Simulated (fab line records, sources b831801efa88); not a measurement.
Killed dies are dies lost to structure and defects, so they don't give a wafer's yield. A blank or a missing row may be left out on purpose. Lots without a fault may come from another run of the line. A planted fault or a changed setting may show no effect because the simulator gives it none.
Which tool did it? | flow gf180mcu | 13 lots, 39 wafers sampled, at 2 steps of a route of 602

WHAT THE GAUGES READ, wafer by wafer
GF_STI_THK_MEAS_02.
lot  | measured    | on            | STI_OXIDATION_THK (nm)
L360 | day 1 22:04 | film_metro-01 | 10.02 10.17 9.99
L361 | day 2 02:31 | film_metro-01 | 9.90 10.18 10.02
L363 | day 2 15:13 | film_metro-01 | 16.56 16.78 16.65
L367 | day 3 09:20 | film_metro-04 | 10.14 10.23 10.43
L368 | day 3 15:04 | film_metro-02 | 16.70 16.54 16.35
L369 | day 3 21:07 | film_metro-01 | 15.77 15.56 15.87
L374 | day 4 20:22 | film_metro-04 | 10.01 9.89 9.81
L375 | day 5 00:32 | film_metro-02 | 10.14 10.30 10.24
L377 | day 5 10:31 | film_metro-04 | 9.70 9.97 9.77
L378 | day 5 15:32 | film_metro-02 | 10.18 10.03 10.02
L379 | day 5 21:22 | film_metro-01 | 9.90 10.14 10.03
L380 | day 6 01:31 | film_metro-04 | 9.96 10.03 9.92
L381 | day 6 08:07 | film_metro-01 | 10.00 10.01 9.78

WHICH TOOL RAN EACH LOT (tool, then ch and the chambers of the sampled wafers, then the start)
lot  | GF_STI_OXIDATION_01
L360 | furnace-01 ch 0, day 1 20:38
L361 | furnace-01 ch 0, day 2 01:07
L363 | furnace-01 ch 0, day 2 11:08 and furnace-02 ch 0, day 2 13:47
L367 | furnace-01 ch 0, day 3 07:56
L368 | furnace-01 ch 0, day 3 12:07
L369 | furnace-02 ch 0, day 3 18:10
L374 | furnace-02 ch 0, day 4 18:58
L375 | furnace-01 ch 0, day 4 23:07
L377 | furnace-02 ch 0, day 5 09:07
L378 | furnace-01 ch 0, day 5 14:07
L379 | furnace-01 ch 0, day 5 19:57
L380 | furnace-01 ch 0, day 6 00:07
L381 | furnace-01 ch 0, day 6 06:42
- GF_STI_OXIDATION_01: stabilise 600 s, purge 300 s, target thk 10 nm.

WHAT THE TOOLS THEMSELVES READ (means of the sampled wafers that have a number; where no wafer has one, the mark that the record gives instead)
GF_STI_OXIDATION_01.
lot  | tool                  | ox_temp_c_max
L360 | furnace-01            | 904.8
L361 | furnace-01            | 904.9
L363 | furnace-01/furnace-02 | 905.4
L367 | furnace-01            | 905.0
L368 | furnace-01            | 905.1
L369 | furnace-02            | 905.2
L374 | furnace-02            | 904.3
L375 | furnace-01            | 904.2
L377 | furnace-02            | 904.4
L378 | furnace-01            | 905.7
L379 | furnace-01            | 905.5
L380 | furnace-01            | 904.7
L381 | furnace-01            | 905.4

THE ANSWER, worked out from the rows above alone
Rule: what is usual is taken from the lots themselves. Put in order of their means at a reading, lots are off if they are a third of the lots or fewer, leave a main group of 4 or more, and stand apart from it by a gap of 3 or more times the standard deviation of the main group's means; of several such gaps the widest counts. A main group whose means are all the same, to the digits that the tables above print for the reading, isn't used. A lot without any number at a reading at which 4 lots or more have one is off too. The other lots that the step has rows for count as sound. The gauges are gone through in route order, then the tools' own readings, and for those a lot's mean is taken as printed above. The first step at which some lot is off is used, and at that step the reading that is off furthest; a lot without a number counts as furthest.
Off: L363, L368, L369, at GF_STI_THK_MEAS_02 (STI_OXIDATION_THK). The main group: mean 10.03 nm, standard deviation 0.13.
A tool fits if, at a process step before that reading, it ran every lot that is off, and no sound lot after the first of them. The gauges at GF_STI_THK_MEAS_02 are tried like those tools. None of those tried fits.

WHAT THE SIMULATOR HAD PUT IN
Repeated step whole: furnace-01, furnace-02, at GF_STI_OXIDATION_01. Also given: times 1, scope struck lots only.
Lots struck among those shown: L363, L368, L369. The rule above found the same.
